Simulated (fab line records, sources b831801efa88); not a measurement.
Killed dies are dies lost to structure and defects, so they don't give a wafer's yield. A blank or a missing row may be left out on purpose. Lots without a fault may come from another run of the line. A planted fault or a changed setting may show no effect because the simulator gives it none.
Which tool did it? | flow sky130 | 12 lots, 36 wafers sampled, at 4 steps of a route of 708

WHAT THE GAUGES READ, wafer by wafer
SKY_VIA3_THK_MEAS_01.
lot  | measured     | on            | VIA3_HDPCVD_THK (nm)
L442 | day 38 21:17 | film_metro-01 | 1612 1624 1620
L443 | day 39 02:24 | film_metro-01 | 1656 1623 1610
L445 | day 40 09:08 | film_metro-04 | 1638 1647 1656
L447 | day 41 06:38 | film_metro-04 | 1623 1620 1627
L446 | day 41 07:05 | film_metro-01 | 1621 1631 1637
L449 | day 41 10:31 | film_metro-01 | 1631 1660 1674
L450 | day 41 12:42 | film_metro-04 | 1644 1654 1634
L452 | day 42 00:34 | film_metro-04 | 1645 1644 1637
L457 | day 43 12:05 | film_metro-02 | 1604 1618 1612
L458 | day 44 06:28 | film_metro-02 | 1644 1641 1641
L459 | day 44 08:56 | film_metro-02 | 1628 1613 1600
L461 | day 44 10:56 | film_metro-02 | 1647 1655 1645

SKY_METAL4_OVL_MEAS_14.
lot  | measured     | on         | METAL4_OVL (nm)
L442 | day 41 23:44 | overlay-02 | -6 4 -7
L443 | day 42 03:39 | overlay-01 | 4 -2 -1
L445 | day 43 09:54 | overlay-01 | 0 -2 1
L447 | day 44 07:02 | overlay-02 | -3 2 1
L446 | day 44 08:02 | overlay-02 | 0 -1 -5
L449 | day 44 11:08 | overlay-01 | 0 -1 -3
L450 | day 44 12:40 | overlay-01 | 10 10 6
L452 | day 44 21:17 | overlay-02 | 3 3 4
L457 | day 46 08:41 | overlay-01 | 1 -2 -9
L458 | day 46 23:55 | overlay-01 | -1 0 0
L459 | day 47 02:56 | overlay-01 | 3 10 5
L461 | day 47 04:42 | overlay-02 | 1 -4 2

WHICH TOOL RAN EACH LOT (tool, then ch and the chambers of the sampled wafers, then the start)
lot  | SKY_VIA2_STRIP_16                    | SKY_METAL3_STRIP_19
L442 | plasma_asher-01 ch 0,1, day 36 13:48 | plasma_asher-04 ch 0,1, day 38 20:31
L443 | plasma_asher-01 ch 0,1, day 36 19:45 | plasma_asher-02 ch 0,1, day 39 01:38
L445 | plasma_asher-03 ch 0,1, day 38 03:32 | plasma_asher-04 ch 0,1, day 40 08:20
L447 | plasma_asher-03 ch 0,1, day 38 18:33 | plasma_asher-04 ch 0,1, day 40 22:25
L446 | plasma_asher-01 ch 0,1, day 38 23:07 | plasma_asher-02 ch 0,1, day 41 02:53
L449 | plasma_asher-01 ch 0,1, day 39 08:51 | plasma_asher-02 ch 0,1, day 41 09:43
L450 | plasma_asher-01 ch 0,1, day 39 11:25 | plasma_asher-02 ch 0,1, day 41 11:56
L452 | plasma_asher-03 ch 0,1, day 39 22:07 | plasma_asher-02 ch 0,1, day 41 23:49
L457 | plasma_asher-03 ch 0,1, day 41 10:48 | plasma_asher-01 ch 0,1, day 43 11:12
L458 | plasma_asher-03 ch 0,1, day 42 05:15 | plasma_asher-01 ch 0, day 44 05:40
L459 | plasma_asher-01 ch 0,1, day 42 07:32 | plasma_asher-01 ch 0,1, day 44 08:08
L461 | plasma_asher-02 ch 0,1, day 42 09:35 | plasma_asher-04 ch 0,1, day 44 10:05
- SKY_VIA2_STRIP_16: strips in O2/N2.
- SKY_METAL3_STRIP_19: strips in O2/N2.

WHAT THE TOOLS THEMSELVES READ (means of the sampled wafers that have a number; where no wafer has one, the mark that the record gives instead)
SKY_VIA2_STRIP_16.
lot  | tool            | drypump_motor_current_A (A) | oes_product_au (a.u.) | strip_time_to_endpoint_s (s)
L442 | plasma_asher-01 | 5.7                         | 0.392                 | 4.067
L443 | plasma_asher-01 | 5.8                         | 0.400                 | 4.075
L445 | plasma_asher-03 | 5.3                         | 0.400                 | 4.032
L447 | plasma_asher-03 | 5.7                         | 0.399                 | 4.081
L446 | plasma_asher-01 | 5.5                         | 0.403                 | 4.037
L449 | plasma_asher-01 | 5.5                         | 0.396                 | 4.056
L450 | plasma_asher-01 | 5.7                         | 0.396                 | 4.066
L452 | plasma_asher-03 | 5.7                         | 0.401                 | 4.074
L457 | plasma_asher-03 | 5.3                         | 0.400                 | 4.071
L458 | plasma_asher-03 | 5.7                         | 0.394                 | 4.031
L459 | plasma_asher-01 | 5.8                         | 0.398                 | 4.069
L461 | plasma_asher-02 | 5.9                         | 0.402                 | 4.050

SKY_METAL3_STRIP_19.
lot  | tool            | drypump_motor_current_A (A) | oes_product_au (a.u.) | strip_time_to_endpoint_s (s)
L442 | plasma_asher-04 | 5.4                         | 0.509                 | 6.60
L443 | plasma_asher-02 | 5.9                         | 0.502                 | 6.54
L445 | plasma_asher-04 | 5.8                         | 0.505                 | 6.58
L447 | plasma_asher-04 | 5.4                         | 0.502                 | 6.51
L446 | plasma_asher-02 | 5.8                         | 0.510                 | 6.57
L449 | plasma_asher-02 | 5.8                         | 0.502                 | 6.52
L450 | plasma_asher-02 | 5.9                         | 0.499                 | 6.45
L452 | plasma_asher-02 | 5.8                         | 0.505                 | 6.63
L457 | plasma_asher-01 | 5.5                         | 0.511                 | 6.56
L458 | plasma_asher-01 | 5.3                         | 0.506                 | 6.58
L459 | plasma_asher-01 | 5.5                         | 0.502                 | 6.52
L461 | plasma_asher-04 | 5.4                         | 0.501                 | 6.49

THE ANSWER, worked out from the rows above alone
Rule: what is usual is taken from the lots themselves. Put in order of their means at a reading, lots are off if they are a third of the lots or fewer, leave a main group of 4 or more, and stand apart from it by a gap of 3 or more times the standard deviation of the main group's means; of several such gaps the widest counts. A main group whose means are all the same, to the digits that the tables above print for the reading, isn't used. A lot without any number at a reading at which 4 lots or more have one is off too. The other lots that the step has rows for count as sound. The gauges are gone through in route order, then the tools' own readings, and for those a lot's mean is taken as printed above. The first step at which some lot is off is used, and at that step the reading that is off furthest; a lot without a number counts as furthest.
No lot is off at any reading shown: from this, nothing can be told.

WHAT THE SIMULATOR HAD PUT IN
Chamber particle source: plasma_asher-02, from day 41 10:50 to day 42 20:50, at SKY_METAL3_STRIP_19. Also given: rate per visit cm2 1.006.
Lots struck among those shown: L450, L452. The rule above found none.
